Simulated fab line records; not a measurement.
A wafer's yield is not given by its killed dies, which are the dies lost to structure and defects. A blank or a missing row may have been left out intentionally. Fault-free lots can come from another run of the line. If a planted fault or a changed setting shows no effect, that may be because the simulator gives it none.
Check of tool commonality / flow gf180mcu / Sample size 12 lots and 36 wafers

== REASON IT WAS OPENED ==
Of 12 lots, 2 have the reading MVPSD_TW flagged at GF_MVPSD_TW_MEAS_11. Wafers without a fault read 554, standard deviation 3.4.
Rule: a lot is flagged when every wafer of it that has a number lies more than 4 standard deviations from that mean, or none has a number. As for the other lots, they are considered sound.

lot=L904; measured=day 5 06:20; on=film_metro-03; MVPSD_TW, wafer by wafer=556 559 557; flag=
lot=L906; measured=day 5 19:04; on=film_metro-03; MVPSD_TW, wafer by wafer=558 559 559; flag=
lot=L907; measured=day 6 01:31; on=film_metro-01; MVPSD_TW, wafer by wafer=556 553 554; flag=
lot=L908; measured=day 6 07:35; on=film_metro-03; MVPSD_TW, wafer by wafer=552 551 549; flag=
lot=L912; measured=day 7 07:17; on=film_metro-03; MVPSD_TW, wafer by wafer=555 549 554; flag=
lot=L914; measured=day 7 18:14; on=film_metro-01; MVPSD_TW, wafer by wafer=414 415 413; flag=FLAGGED
lot=L917; measured=day 8 13:09; on=film_metro-03; MVPSD_TW, wafer by wafer=409 410 411; flag=FLAGGED
lot=L920; measured=day 9 06:17; on=film_metro-03; MVPSD_TW, wafer by wafer=553 557 556; flag=
lot=L921; measured=day 9 13:05; on=film_metro-01; MVPSD_TW, wafer by wafer=554 557 558; flag=
lot=L922; measured=day 9 16:41; on=film_metro-03; MVPSD_TW, wafer by wafer=558 555 556; flag=
lot=L924; measured=day 10 06:46; on=film_metro-03; MVPSD_TW, wafer by wafer=555 555 556; flag=
lot=L926; measured=day 10 17:07; on=film_metro-03; MVPSD_TW, wafer by wafer=550 554 550; flag=
On average the flagged lots' numbers are 412, which is -142 against the usual, or -42 standard deviations.

== LOT BY LOT: THE TOOL USED ==
The record holds 2 process steps before the reading, out of a route of 602 steps. Cell contents, in order: the tool; ch with the chambers the sampled wafers went through; the start.
lot=L904; flag=; GF_STI_ETCH_13=rie_diel-02 ch 1,2,3, day 2 06:31; GF_MVPSD_IMPLANT_08=implanter-01 ch 0, day 5 05:56
lot=L906; flag=; GF_STI_ETCH_13=rie_diel-01 ch 0,2,3, day 2 16:43; GF_MVPSD_IMPLANT_08=implanter-01 ch 0, day 5 18:40
lot=L907; flag=; GF_STI_ETCH_13=rie_diel-03 ch 2,3, day 2 22:23; GF_MVPSD_IMPLANT_08=implanter-01 ch 0, day 6 01:07
lot=L908; flag=; GF_STI_ETCH_13=rie_diel-03 ch 2,3, day 3 02:46; GF_MVPSD_IMPLANT_08=implanter-02 ch 0, day 6 07:14
lot=L912; flag=; GF_STI_ETCH_13=rie_diel-03 ch 0,2,3, day 3 23:37; GF_MVPSD_IMPLANT_08=implanter-01 ch 0, day 7 06:53
lot=L914; flag=FLAGGED; GF_STI_ETCH_13=rie_diel-02 ch 1,2, day 4 10:01; GF_MVPSD_IMPLANT_08=implanter-02 ch 0, day 7 17:50
lot=L917; flag=FLAGGED; GF_STI_ETCH_13=rie_diel-01 ch 0,2,3, day 5 02:05; GF_MVPSD_IMPLANT_08=implanter-02 ch 0, day 8 12:46
lot=L920; flag=; GF_STI_ETCH_13=rie_diel-03 ch 0,2, day 5 17:25; GF_MVPSD_IMPLANT_08=implanter-01 ch 0, day 9 05:53
lot=L921; flag=; GF_STI_ETCH_13=rie_diel-03 ch 0,2, day 5 22:07; GF_MVPSD_IMPLANT_08=implanter-04 ch 0, day 9 12:41
lot=L922; flag=; GF_STI_ETCH_13=rie_diel-01 ch 1,3, day 6 02:19; GF_MVPSD_IMPLANT_08=implanter-01 ch 0, day 9 16:17
lot=L924; flag=; GF_STI_ETCH_13=rie_diel-03 ch 0,2, day 6 13:28; GF_MVPSD_IMPLANT_08=implanter-01 ch 0, day 10 06:23
lot=L926; flag=; GF_STI_ETCH_13=rie_diel-01 ch 0,1,2, day 6 23:55; GF_MVPSD_IMPLANT_08=implanter-01 ch 0, day 10 16:44
What these steps do:
- GF_STI_ETCH_13: etches the open film in CHF3/O2, stops on Si, target depth 282.31 nm, time 112.9 s.
- GF_MVPSD_IMPLANT_08
- GF_MVPSD_TW_MEAS_11

== FLAGGED OVER TOTAL, TOOL BY TOOL (the gauges that took the reading come last) ==
step=GF_STI_ETCH_13; tool=rie_diel-01; lots run=4; flagged=1; share of the flagged lots=some; sound lots run after its first flagged lot=2 (L922,L926)
step=GF_STI_ETCH_13; tool=rie_diel-02; lots run=2; flagged=1; share of the flagged lots=some; sound lots run after its first flagged lot=0
step=GF_STI_ETCH_13; tool=rie_diel-03; lots run=6; flagged=0; share of the flagged lots=none; sound lots run after its first flagged lot=-
step=GF_MVPSD_IMPLANT_08; tool=implanter-01; lots run=8; flagged=0; share of the flagged lots=none; sound lots run after its first flagged lot=-
step=GF_MVPSD_IMPLANT_08; tool=implanter-02; lots run=3; flagged=2; share of the flagged lots=all; sound lots run after its first flagged lot=0
step=GF_MVPSD_IMPLANT_08; tool=implanter-04; lots run=1; flagged=0; share of the flagged lots=none; sound lots run after its first flagged lot=-
step=GF_MVPSD_TW_MEAS_11; tool=film_metro-01; lots run=3; flagged=1; share of the flagged lots=some; sound lots run after its first flagged lot=1 (L921)
step=GF_MVPSD_TW_MEAS_11; tool=film_metro-03; lots run=9; flagged=1; share of the flagged lots=some; sound lots run after its first flagged lot=4 (L920,L922,L924,L926)

== WHAT IS ALLOWED BY THE TABLE ==
All flagged lots share 1 row of the table, namely implanter-02 at GF_MVPSD_IMPLANT_08.
- implanter-02 at GF_MVPSD_IMPLANT_08 ran 3 lots, 2 of them flagged. A fault beginning between L908 (day 6 07:14), its last sound lot, and L914 (day 7 17:50), its first flagged one, fits the data. Its own readings lie more than 4 standard deviations out on every wafer of the flagged lots: dose_ions_cm2, faraday_current_uA.
Left over: one tool, implanter-02 at GF_MVPSD_IMPLANT_08.

== WHAT THE SIMULATOR HAD INSERTED ==
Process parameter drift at GF_MVPSD_IMPLANT_08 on implanter-02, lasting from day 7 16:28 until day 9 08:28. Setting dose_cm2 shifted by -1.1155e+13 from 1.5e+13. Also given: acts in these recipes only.
Shown lots that were struck: L914, L917. The rule above found the same.
